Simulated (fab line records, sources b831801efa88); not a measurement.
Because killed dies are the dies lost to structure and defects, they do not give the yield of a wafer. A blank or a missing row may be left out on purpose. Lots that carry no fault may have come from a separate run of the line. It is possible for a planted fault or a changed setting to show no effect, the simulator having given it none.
What tool caused it? / flow gf180mcu / Sampling: 24 lots, 72 wafers, 5 of 602 route steps

== WHAT THE GAUGES READ, wafer by wafer ==
GF_VT_IMPLANT_OVL_MEAS_40.
lot=L074; measured=day 7 13:30; on=overlay-01; VT_IMPLANT_03_OVL (nm)=-0.7 -3.1 -2.0
lot=L075; measured=day 7 19:15; on=overlay-01; VT_IMPLANT_03_OVL (nm)=-3.2 -2.2 -1.1
lot=L076; measured=day 8 00:33; on=overlay-01; VT_IMPLANT_03_OVL (nm)=-0.8 -0.6 -1.0
lot=L077; measured=day 8 07:13; on=overlay-02; VT_IMPLANT_03_OVL (nm)=1.4 -0.5 1.4
lot=L078; measured=day 8 13:01; on=overlay-02; VT_IMPLANT_03_OVL (nm)=-1.9 -0.5 0.5
lot=L079; measured=day 8 20:01; on=overlay-02; VT_IMPLANT_03_OVL (nm)=-0.3 -1.4 0.5
lot=L080; measured=day 9 04:28; on=overlay-02; VT_IMPLANT_03_OVL (nm)=0.6 -0.2 1.3
lot=L081; measured=day 9 10:28; on=overlay-01; VT_IMPLANT_03_OVL (nm)=1.9 -0.3 1.3
lot=L082; measured=day 9 18:01; on=overlay-02; VT_IMPLANT_03_OVL (nm)=-0.4 0.4 -0.8
lot=L083; measured=day 10 04:54; on=overlay-02; VT_IMPLANT_03_OVL (nm)=-1.3 -2.2 -2.0
lot=L084; measured=day 10 17:58; on=overlay-01; VT_IMPLANT_03_OVL (nm)=-1.4 -1.0 -1.2
lot=L085; measured=day 10 21:28; on=overlay-02; VT_IMPLANT_03_OVL (nm)=-1.7 -1.8 -1.8
lot=L086; measured=day 11 02:00; on=overlay-02; VT_IMPLANT_03_OVL (nm)=-2.7 -2.3 -1.8
lot=L087; measured=day 11 07:13; on=overlay-01; VT_IMPLANT_03_OVL (nm)=0.4 0.2 -0.9
lot=L088; measured=day 11 11:58; on=overlay-01; VT_IMPLANT_03_OVL (nm)=-3.5 -2.6 -1.7
lot=L089; measured=day 11 20:05; on=overlay-02; VT_IMPLANT_03_OVL (nm)=-1.4 1.2 -0.8
lot=L090; measured=day 12 03:29; on=overlay-01; VT_IMPLANT_03_OVL (nm)=-1.0 -1.9 -0.2
lot=L091; measured=day 12 10:02; on=overlay-01; VT_IMPLANT_03_OVL (nm)=0.2 2.1 2.7
lot=L092; measured=day 12 14:25; on=overlay-02; VT_IMPLANT_03_OVL (nm)=-2.0 -3.8 -1.2
lot=L093; measured=day 12 21:16; on=overlay-02; VT_IMPLANT_03_OVL (nm)=-5.0 0.9 -0.8
lot=L094; measured=day 13 02:14; on=overlay-02; VT_IMPLANT_03_OVL (nm)=-0.6 -0.7 -0.8
lot=L095; measured=day 13 09:19; on=overlay-02; VT_IMPLANT_03_OVL (nm)=-0.1 1.5 0.7
lot=L096; measured=day 13 14:10; on=overlay-01; VT_IMPLANT_03_OVL (nm)=-0.9 2.6 1.5
lot=L097; measured=day 14 02:44; on=overlay-01; VT_IMPLANT_03_OVL (nm)=-1.9 -1.1 -0.9

GF_HV_LDD_CD_MEAS_07 targets a cd of 400 nm.
lot=L074; measured=day 10 01:22; on=cd-sem-01; cd-nm (nm)=398.9 400.9 399.9
lot=L075; measured=day 10 06:05; on=cd-sem-02; cd-nm (nm)=402.8 402.9 400.8
lot=L076; measured=day 10 13:02; on=cd-sem-02; cd-nm (nm)=401.7 399.9 400.5
lot=L077; measured=day 10 20:16; on=cd-sem-01; cd-nm (nm)=400.2 401.5 401.6
lot=L078; measured=day 11 01:44; on=cd-sem-02; cd-nm (nm)=397.4 400.4 398.9
lot=L079; measured=day 11 09:50; on=cd-sem-01; cd-nm (nm)=401.2 399.4 399.9
lot=L080; measured=day 11 20:22; on=cd-sem-01; cd-nm (nm)=402.6 403.9 402.6
lot=L081; measured=day 12 02:34; on=cd-sem-02; cd-nm (nm)=400.0 401.3 399.3
lot=L082; measured=day 12 09:26; on=cd-sem-01; cd-nm (nm)=400.9 398.9 400.5
lot=L083; measured=day 13 03:34; on=cd-sem-02; cd-nm (nm)=405.7 405.3 403.0
lot=L084; measured=day 13 11:53; on=cd-sem-01; cd-nm (nm)=398.7 399.3 401.2
lot=L085; measured=day 13 15:10; on=cd-sem-02; cd-nm (nm)=398.7 397.2 399.6
lot=L086; measured=day 13 23:40; on=cd-sem-02; cd-nm (nm)=397.3 398.2 398.3
lot=L087; measured=day 14 05:31; on=cd-sem-01; cd-nm (nm)=402.7 403.6 403.5
lot=L088; measured=day 14 08:10; on=cd-sem-02; cd-nm (nm)=394.5 397.0 397.5
lot=L089; measured=day 14 18:29; on=cd-sem-01; cd-nm (nm)=403.0 402.0 402.5
lot=L090; measured=day 15 04:17; on=cd-sem-01; cd-nm (nm)=396.2 397.4 399.6
lot=L091; measured=day 15 07:29; on=cd-sem-01; cd-nm (nm)=399.6 399.3 399.8
lot=L092; measured=day 15 12:46; on=cd-sem-01; cd-nm (nm)=402.2 401.0 402.0
lot=L093; measured=day 15 19:34; on=cd-sem-02; cd-nm (nm)=399.1 402.5 404.2
lot=L094; measured=day 16 02:25; on=cd-sem-01; cd-nm (nm)=402.4 403.1 400.0
lot=L095; measured=day 16 10:10; on=cd-sem-01; cd-nm (nm)=404.1 400.7 405.5
lot=L096; measured=day 16 16:02; on=cd-sem-02; cd-nm (nm)=397.8 396.0 397.1
lot=L097; measured=day 17 04:59; on=cd-sem-02; cd-nm (nm)=401.3 397.9 398.1

GF_M3_RS_MEAS_05: uses a four-point probe to measure.
lot=L074; measured=day 20 11:11; on=film-metro-03; M3_ALCU_RS (ohm/sq)=0.0686 0.0690 0.0683
lot=L075; measured=day 20 14:41; on=film-metro-04; M3_ALCU_RS (ohm/sq)=0.0693 0.0690 0.0679
lot=L076; measured=day 20 23:35; on=film-metro-03; M3_ALCU_RS (ohm/sq)=0.0697 0.0704 0.0703
lot=L077; measured=day 21 08:17; on=film-metro-04; M3_ALCU_RS (ohm/sq)=0.0694 0.0695 0.0694
lot=L078; measured=day 21 19:26; on=film-metro-01; M3_ALCU_RS (ohm/sq)=0.0685 0.0698 0.0684
lot=L079; measured=day 22 02:35; on=film-metro-04; M3_ALCU_RS (ohm/sq)=0.0692 0.0681 0.0695
lot=L080; measured=day 22 15:42; on=film-metro-01; M3_ALCU_RS (ohm/sq)=0.0693 0.0685 0.0690
lot=L081; measured=day 23 00:50; on=film-metro-04; M3_ALCU_RS (ohm/sq)=0.0700 0.0689 0.0690
lot=L082; measured=day 23 08:11; on=film-metro-04; M3_ALCU_RS (ohm/sq)=0.0675 0.0680 0.0684
lot=L083; measured=day 24 04:38; on=film-metro-03; M3_ALCU_RS (ohm/sq)=0.0695 0.0691 0.0694
lot=L084; measured=day 24 11:32; on=film-metro-03; M3_ALCU_RS (ohm/sq)=0.0704 0.0695 0.0695
lot=L085; measured=day 24 16:13; on=film-metro-01; M3_ALCU_RS (ohm/sq)=0.0679 0.0680 0.0691
lot=L086; measured=day 25 01:02; on=film-metro-04; M3_ALCU_RS (ohm/sq)=0.0687 0.0682 0.0677
lot=L087; measured=day 25 08:08; on=film-metro-03; M3_ALCU_RS (ohm/sq)=0.0708 0.0708 0.0709
lot=L088; measured=day 25 08:14; on=film-metro-01; M3_ALCU_RS (ohm/sq)=0.0693 0.0703 0.0700
lot=L089; measured=day 25 21:04; on=film-metro-04; M3_ALCU_RS (ohm/sq)=0.0680 0.0682 0.0681
lot=L090; measured=day 26 08:19; on=film-metro-03; M3_ALCU_RS (ohm/sq)=0.0699 0.0699 0.0701
lot=L091; measured=day 26 09:16; on=film-metro-03; M3_ALCU_RS (ohm/sq)=0.0690 0.0688 0.0691
lot=L092; measured=day 26 14:58; on=film-metro-01; M3_ALCU_RS (ohm/sq)=0.0700 0.0688 0.0694
lot=L093; measured=day 26 20:59; on=film-metro-04; M3_ALCU_RS (ohm/sq)=0.0693 0.0691 0.0690
lot=L094; measured=day 27 02:39; on=film-metro-04; M3_ALCU_RS (ohm/sq)=0.0702 0.0704 0.0708
lot=L095; measured=day 27 11:02; on=film-metro-04; M3_ALCU_RS (ohm/sq)=0.0693 0.0688 0.0694
lot=L096; measured=day 27 15:37; on=film-metro-01; M3_ALCU_RS (ohm/sq)=0.0692 0.0695 0.0688
lot=L097; measured=day 28 02:55; on=film-metro-03; M3_ALCU_RS (ohm/sq)=0.0693 0.0690 0.0693

GF_M4_OVL_MEAS_15.
lot=L074; measured=day 23 13:17; on=overlay-02; M4_OVL (nm)=-5 -8 -1
lot=L075; measured=day 23 16:28; on=overlay-01; M4_OVL (nm)=-1 1 -3
lot=L076; measured=day 24 00:05; on=overlay-02; M4_OVL (nm)=-4 1 7
lot=L077; measured=day 24 08:39; on=overlay-02; M4_OVL (nm)=3 -1 -1
lot=L078; measured=day 24 18:16; on=overlay-01; M4_OVL (nm)=-5 -4 -2
lot=L079; measured=day 25 00:04; on=overlay-02; M4_OVL (nm)=0 -7 -4
lot=L080; measured=day 25 13:59; on=overlay-02; M4_OVL (nm)=-2 -1 -4
lot=L081; measured=day 25 21:03; on=overlay-02; M4_OVL (nm)=-9 -5 -6
lot=L082; measured=day 26 03:38; on=overlay-01; M4_OVL (nm)=-10 1 -6
lot=L083; measured=day 26 22:55; on=overlay-02; M4_OVL (nm)=6 -1 -2
lot=L084; measured=day 27 04:46; on=overlay-02; M4_OVL (nm)=-6 -6 -9
lot=L085; measured=day 27 10:32; on=overlay-01; M4_OVL (nm)=-9 -10 -11
lot=L086; measured=day 27 18:59; on=overlay-01; M4_OVL (nm)=10 8 5
lot=L087; measured=day 28 00:22; on=overlay-01; M4_OVL (nm)=-6 -7 -7
lot=L088; measured=day 28 00:43; on=overlay-02; M4_OVL (nm)=7 0 1
lot=L089; measured=day 28 12:35; on=overlay-02; M4_OVL (nm)=7 -6 5
lot=L090; measured=day 28 23:08; on=overlay-01; M4_OVL (nm)=-2 -2 1
lot=L091; measured=day 29 00:27; on=overlay-01; M4_OVL (nm)=-4 1 -2
lot=L092; measured=day 29 04:49; on=overlay-01; M4_OVL (nm)=-1 4 3
lot=L093; measured=day 29 11:13; on=overlay-01; M4_OVL (nm)=5 1 -4
lot=L094; measured=day 29 16:23; on=overlay-02; M4_OVL (nm)=6 -1 -1
lot=L095; measured=day 30 00:01; on=overlay-02; M4_OVL (nm)=3 3 9
lot=L096; measured=day 30 04:14; on=overlay-02; M4_OVL (nm)=1 7 5
lot=L097; measured=day 30 15:07; on=overlay-01; M4_OVL (nm)=-4 0 -3

== EACH LOT AND THE TOOL THAT RAN IT (in order: tool; ch and the chambers of the sampled wafers; start) ==
lot=L074; GF_V1_CMP_26=cmp-01 ch 2,3, day 18 06:55
lot=L075; GF_V1_CMP_26=cmp-01 ch 1,2,3, day 18 10:35
lot=L076; GF_V1_CMP_26=cmp-01 ch 0,1,3, day 18 19:33
lot=L077; GF_V1_CMP_26=cmp-01 ch 0,1,2, day 19 05:31
lot=L078; GF_V1_CMP_26=cmp-01 ch 0,2,3, day 19 12:43
lot=L079; GF_V1_CMP_26=cmp-02 ch 0,3, day 19 22:37
lot=L080; GF_V1_CMP_26=cmp-02 ch 0,1,2, day 20 12:29
lot=L081; GF_V1_CMP_26=cmp-01 ch 1,3, day 20 21:52
lot=L082; GF_V1_CMP_26=cmp-02 ch 1,2,3, day 21 05:46
lot=L083; GF_V1_CMP_26=cmp-01 ch 1,2,3, day 22 04:11
lot=L084; GF_V1_CMP_26=cmp-02 ch 1,2, day 22 11:29
lot=L085; GF_V1_CMP_26=cmp-02 ch 0,2,3, day 22 15:32
lot=L086; GF_V1_CMP_26=cmp-02 ch 0,2, day 23 00:40
lot=L087; GF_V1_CMP_26=cmp-02 ch 0,2,3, day 23 08:02
lot=L088; GF_V1_CMP_26=cmp-02 ch 0,1,3, day 23 08:35
lot=L089; GF_V1_CMP_26=cmp-02 ch 0,1,2, day 23 22:23
lot=L090; GF_V1_CMP_26=cmp-02 ch 0,1,2, day 24 09:51
lot=L091; GF_V1_CMP_26=cmp-02 ch 0,1, day 24 11:34
lot=L092; GF_V1_CMP_26=cmp-02 ch 0,1,3, day 24 17:14
lot=L093; GF_V1_CMP_26=cmp-02 ch 0,1,2, day 24 22:48
lot=L094; GF_V1_CMP_26=cmp-02 ch 1,2,3, day 25 04:57
lot=L095; GF_V1_CMP_26=cmp-02 ch 0,2,3, day 25 13:52
lot=L096; GF_V1_CMP_26=cmp-02 ch 0,1,2, day 25 19:44
lot=L097; GF_V1_CMP_26=cmp-02 ch 0,2,3, day 26 07:25
- GF_V1_CMP_26: polishes, stops on SiO2, t overpolish 15 s, target thk 0 nm.

== AS READ BY THE TOOLS THEMSELVES (means over the sampled wafers that have a number; for cases with no such wafer, the mark the record gives instead) ==
GF_V1_CMP_26.
lot=L074; tool=cmp-01; motor-current-A (A)=10.3; overpolish-run-s (s)=15.008; time-to-endpoint-s (s)=82
lot=L075; tool=cmp-01; motor-current-A (A)=11.5; overpolish-run-s (s)=15.002; time-to-endpoint-s (s)=80
lot=L076; tool=cmp-01; motor-current-A (A)=11.6; overpolish-run-s (s)=14.995; time-to-endpoint-s (s)=83
lot=L077; tool=cmp-01; motor-current-A (A)=11.6; overpolish-run-s (s)=15.010; time-to-endpoint-s (s)=78
lot=L078; tool=cmp-01; motor-current-A (A)=10.2; overpolish-run-s (s)=14.998; time-to-endpoint-s (s)=80
lot=L079; tool=cmp-02; motor-current-A (A)=12.0; overpolish-run-s (s)=14.995; time-to-endpoint-s (s)=87
lot=L080; tool=cmp-02; motor-current-A (A)=12.2; overpolish-run-s (s)=15.000; time-to-endpoint-s (s)=83
lot=L081; tool=cmp-01; motor-current-A (A)=12.6; overpolish-run-s (s)=14.997; time-to-endpoint-s (s)=87
lot=L082; tool=cmp-02; motor-current-A (A)=11.6; overpolish-run-s (s)=15.011; time-to-endpoint-s (s)=84
lot=L083; tool=cmp-01; motor-current-A (A)=11.3; overpolish-run-s (s)=14.995; time-to-endpoint-s (s)=87
lot=L084; tool=cmp-02; motor-current-A (A)=10.9; overpolish-run-s (s)=15.007; time-to-endpoint-s (s)=81
lot=L085; tool=cmp-02; motor-current-A (A)=12.3; overpolish-run-s (s)=15.001; time-to-endpoint-s (s)=82
lot=L086; tool=cmp-02; motor-current-A (A)=12.9; overpolish-run-s (s)=14.997; time-to-endpoint-s (s)=83
lot=L087; tool=cmp-02; motor-current-A (A)=12.1; overpolish-run-s (s)=15.007; time-to-endpoint-s (s)=85
lot=L088; tool=cmp-02; motor-current-A (A)=10.6; overpolish-run-s (s)=15.006; time-to-endpoint-s (s)=85
lot=L089; tool=cmp-02; motor-current-A (A)=11.5; overpolish-run-s (s)=14.988; time-to-endpoint-s (s)=82
lot=L090; tool=cmp-02; motor-current-A (A)=12.2; overpolish-run-s (s)=15.004; time-to-endpoint-s (s)=78
lot=L091; tool=cmp-02; motor-current-A (A)=10.3; overpolish-run-s (s)=15.001; time-to-endpoint-s (s)=83
lot=L092; tool=cmp-02; motor-current-A (A)=11.0; overpolish-run-s (s)=15.000; time-to-endpoint-s (s)=83
lot=L093; tool=cmp-02; motor-current-A (A)=12.0; overpolish-run-s (s)=15.004; time-to-endpoint-s (s)=80
lot=L094; tool=cmp-02; motor-current-A (A)=11.5; overpolish-run-s (s)=14.992; time-to-endpoint-s (s)=83
lot=L095; tool=cmp-02; motor-current-A (A)=12.2; overpolish-run-s (s)=14.996; time-to-endpoint-s (s)=82
lot=L096; tool=cmp-02; motor-current-A (A)=11.6; overpolish-run-s (s)=15.002; time-to-endpoint-s (s)=84
lot=L097; tool=cmp-02; motor-current-A (A)=12.4; overpolish-run-s (s)=14.993; time-to-endpoint-s (s)=80

== THE ANSWER, worked out from the rows above alone ==
Rule: the lots themselves supply what counts as usual. Put in order of their means at a reading, lots are off if they are a third of the lots or fewer, leave a main group of 4 or more, and stand apart from it by a gap of 3 or more times the standard deviation of the main group's means; of several such gaps the widest counts. If all means in a main group match to the digits the tables above print for the reading, that group is not used. Also off: a lot with no number at a reading for which 4 or more lots have one. All remaining lots with rows at the step are treated as sound. After the gauges, taken in route order, come the tools' own readings; for these a lot's mean is taken, as printed above. At the first step where some lot is off, the reading lying furthest off is the one used; lots without a number count as furthest.
No lot is off at any reading shown: from this, nothing can be told.

== WHAT THE SIMULATOR HAD PUT IN ==
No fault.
